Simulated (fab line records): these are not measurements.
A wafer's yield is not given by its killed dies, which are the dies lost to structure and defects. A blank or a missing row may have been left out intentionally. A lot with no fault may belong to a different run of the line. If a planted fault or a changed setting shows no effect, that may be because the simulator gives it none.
8D (eight disciplines) problem report, filled in by code | flow gf180mcu | the parts of the form that need people (team, actions taken, sign-off) are left out

## 1. THE PROBLEM
At GF_VT_IMPLANT_SOFTBAKE_25, heaterPowerTotalW averages 61.27 W over 9 wafers from 3 lots, while fault-free wafers read 56.59 W, standard deviation 0.044. That is +99 or more standard deviations from the usual mean.
The step: time 60 s.
First seen on wafer L644.1, day 8 07:59, on lithoTrack-04. At this step, 42 wafers from 14 lots have a number in the record. Rule for "out", or "out of limits": more than 4 standard deviations from the usual mean. All remaining wafers that have a number are taken as sound.

## 2. WHAT IT IS, WHAT IT ISN'T
question                    | is                            | is not
which readings at this step | heaterPowerTotalW, runLengthS | exhaustPa
which lots                  | L644, L645, L647              | L637, L639, L640, L649, L650, L651, L655, L656, L658, L659, L660
which wafers of those lots  | all that have a number        | -
read on which tools         | lithoTrack-04                 | lithoTrack-01, lithoTrack-03
when                        | from day 8 07:59              | up to then (9 sound wafers); but 24 sound wafers of L649, L650, L651, L655, L656, L658, L659, L660 came after

## 3. SUSPECTS, AND WHAT RULES EACH OUT
Counting: any tool at a process step up to the reading is kept as a suspect provided that every lot that is out went through it and no sound lot did after the first of them.
- lithoTrack-04 at GF_VT_IMPLANT_SOFTBAKE_25 (time 60 s): ruled out as a lasting fault. Following L644 (day 8 07:59), the first lot on it that is out, the sound lots L659 were run on it.
Left after counting: nothing in the record.

## 4. THE CAUSE (what the simulator had put in)
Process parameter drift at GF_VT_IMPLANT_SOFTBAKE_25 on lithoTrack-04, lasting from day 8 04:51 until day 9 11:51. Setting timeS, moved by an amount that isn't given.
Counting ruled it out, wrongly.

## 5. SEQUENCE OF EFFECTS, ordered by route
Rows list readings where the struck wafers' mean (over those with a number) sits beyond 3 standard deviations from the usual. Only readings for which the record gives a usual standard deviation are gone through. hours: the time from each lot's start at the first step in this table that gives one to its start at this step, as a median over the lots. sigmas: the change in usual standard deviations.
hours | step                      | reading           | usual   | on struck wafers | change | sigmas
0     | GF_VT_IMPLANT_SOFTBAKE_25 | heaterPowerTotalW | 56.59 W | 61.27            | +4.68  | +99 or more
0     | GF_VT_IMPLANT_SOFTBAKE_25 | runLengthS        | 89.12 s | 76.31            | -12.81 | -99 or more
Process steps it contains:
- GF_VT_IMPLANT_SOFTBAKE_25: time 60 s.
Readings that are blank on the struck wafers while sound wafers have them: plateTempC at GF_VT_IMPLANT_SOFTBAKE_25.
Later steps that measure or inspect, where all struck wafers having a row at the step show a number for every such reading and not one has moved that far: GF_POLY_GATE_THK_MEAS_17, GF_HV_LDD_THK_MEAS_57.

## 6. WHAT WOULD HAVE CAUGHT IT SOONER
In this record the first reading out of limits was taken at day 8 07:59, 3 hours after the fault began at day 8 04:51.
